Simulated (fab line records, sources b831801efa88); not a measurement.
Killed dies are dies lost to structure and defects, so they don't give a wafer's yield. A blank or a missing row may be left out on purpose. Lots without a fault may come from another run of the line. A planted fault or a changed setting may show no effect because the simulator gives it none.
A struck lot beside a sound one | flow sky130 | 23 steps out of a route of 708
Sound: wafers L196.2, L196.3, L196.4. Struck: wafers L209.2, L209.4, L209.5. The cause comes at the end.
At each step with rows: each side's tool, then ch and its chambers, then its first start. Under that, the readings that differ: sound wafers | struck wafers | difference of the means | sigmas: that difference in standard deviations of wafers without a fault.
alike: readings whose means differ by less than 2 such deviations, and words and numbers that are the same on both sides. not compared: withheld readings, readings that some wafer has no value for, bounds like >300 that may hide the same value, and numbers for which the record gives no deviation and whose values overlap.
The two part at a step that has a row with sigmas, a row that says differs or no value, or rows on one side only. Numbers that don't overlap but have no deviation are shown without sigmas and don't part them. A reading that every wafer of one side lacks parts them only if that side has two wafers or more.

first, 5 steps without rows for these wafers: SKY_VT_ADJUST_NCORE_COAT_02 (resist thk 1140 nm); SKY_VT_ADJUST_NCORE_SOFTBAKE_03 (time 60 s); SKY_VT_ADJUST_NCORE_EXPOSE_04 (exposes mask LVTN COMPLEMENT THIN, target cd 380 nm); SKY_VT_ADJUST_NCORE_PEB_05; SKY_VT_ADJUST_NCORE_DEVELOP_06 (develop time 60 s).
SKY_VT_ADJUST_NCORE_CD_MEAS_07: target cd 380 nm.
  sound on cd_sem-01, day 9 01:29; struck on cd_sem-02, day 13 03:01
  alike: cd_nm
SKY_VT_ADJUST_NCORE_OVL_MEAS_08:
  sound on overlay-01, day 9 01:35; struck on overlay-02, day 13 03:07
  alike: VT_ADJUST_NCORE_OVL
then, 1 step without rows for these wafers: SKY_VT_ADJUST_NCORE_IMPLANT_09.
SKY_VT_ADJUST_NCORE_STRIP_10: strips in O2/N2.
  sound on plasma_asher-03 ch 0,1, day 9 01:46; struck on plasma_asher-02 ch 0,1, day 13 03:17
  reading                      | sound             | struck            | difference | sigmas
  strip_time_to_endpoint_s (s) | 14.18 14.20 14.22 | 14.11 14.11 14.11 | -0.09      | -3
  alike: drypump_motor_current_A, oes_product_au
  not compared: rf_hours_counter_h
SKY_VT_ADJUST_NCORE_TW_MEAS_11:
  sound on film_metro-04, day 9 01:53; struck on film_metro-03, day 13 03:24
  alike: VT_ADJUST_NCORE_TW
then, 2 steps without rows for these wafers: SKY_VT_ADJUST_HVTR_DEHYDRATE_00 (time 60 s); SKY_VT_ADJUST_HVTR_HMDS_01 (prime time 60 s).
SKY_VT_ADJUST_HVTR_COAT_02: resist thk 1140 nm.
  sound on litho_track-03 ch 0, day 9 12:09; struck on litho_track-02 ch 0, day 13 15:26
  reading                                             | sound                | struck               | difference | sigmas
  spin_speed_rpm (rpm)                                | 3000.2 3000.2 3001.4 | 2871.5 2871.8 2871.3 | -129.1     | -72
  model.NOVOLAK_of_VT_ADJUST_HVTR_COAT_02.thk_nm (nm) | 1146 1145 1147       | 1161 1160 1160       | +14        |
then, 3 steps without rows for these wafers: SKY_VT_ADJUST_HVTR_SOFTBAKE_03 (time 60 s); SKY_VT_ADJUST_HVTR_EXPOSE_04 (exposes mask HVTRM, target cd 380 nm); SKY_VT_ADJUST_HVTR_PEB_05.
SKY_VT_ADJUST_HVTR_DEVELOP_06: develop time 60 s.
  sound on litho_track-04 ch 0, day 9 23:19; struck on litho_track-04 ch 0, day 14 04:34
  reading                                             | sound          | struck         | difference | sigmas
  model.NOVOLAK_of_VT_ADJUST_HVTR_COAT_02.thk_nm (nm) | 1146 1145 1147 | 1160 1159 1160 | +14        |
SKY_VT_ADJUST_HVTR_CD_MEAS_07: target cd 380 nm.
  sound on cd_sem-01, day 9 23:28; struck on cd_sem-01, day 14 04:43
  reading    | sound             | struck            | difference | sigmas
  cd_nm (nm) | 382.1 384.2 383.7 | 380.2 377.9 378.2 | -4.6       | -2
SKY_VT_ADJUST_HVTR_OVL_MEAS_08:
  sound on overlay-01, day 9 23:34; struck on overlay-02, day 14 04:49
  alike: VT_ADJUST_HVTR_OVL
then, 1 step without rows for these wafers: SKY_VT_ADJUST_HVTR_IMPLANT_09.
SKY_VT_ADJUST_HVTR_STRIP_10: strips in O2/N2.
  sound on plasma_asher-03 ch 0,1, day 9 23:44; struck on plasma_asher-04 ch 1, day 14 04:59
  reading                      | sound             | struck            | difference | sigmas
  strip_time_to_endpoint_s (s) | 14.25 14.24 14.25 | 14.39 14.37 14.37 | +0.13      | +3
  alike: drypump_motor_current_A, oes_product_au
  not compared: rf_hours_counter_h
SKY_VT_ADJUST_HVTR_TW_MEAS_11:
  sound on film_metro-03, day 9 23:51; struck on film_metro-03, day 14 05:06
  alike: VT_ADJUST_HVTR_TW
SKY_PAD_OPEN_PROBE_99:
  the record has rows for the sound wafers here (prober-02, day 46 03:26) and none for the struck ones

WHERE THEY PART
First at SKY_VT_ADJUST_NCORE_STRIP_10; last, within this record, at SKY_PAD_OPEN_PROBE_99.

WHY: what the simulator had put in
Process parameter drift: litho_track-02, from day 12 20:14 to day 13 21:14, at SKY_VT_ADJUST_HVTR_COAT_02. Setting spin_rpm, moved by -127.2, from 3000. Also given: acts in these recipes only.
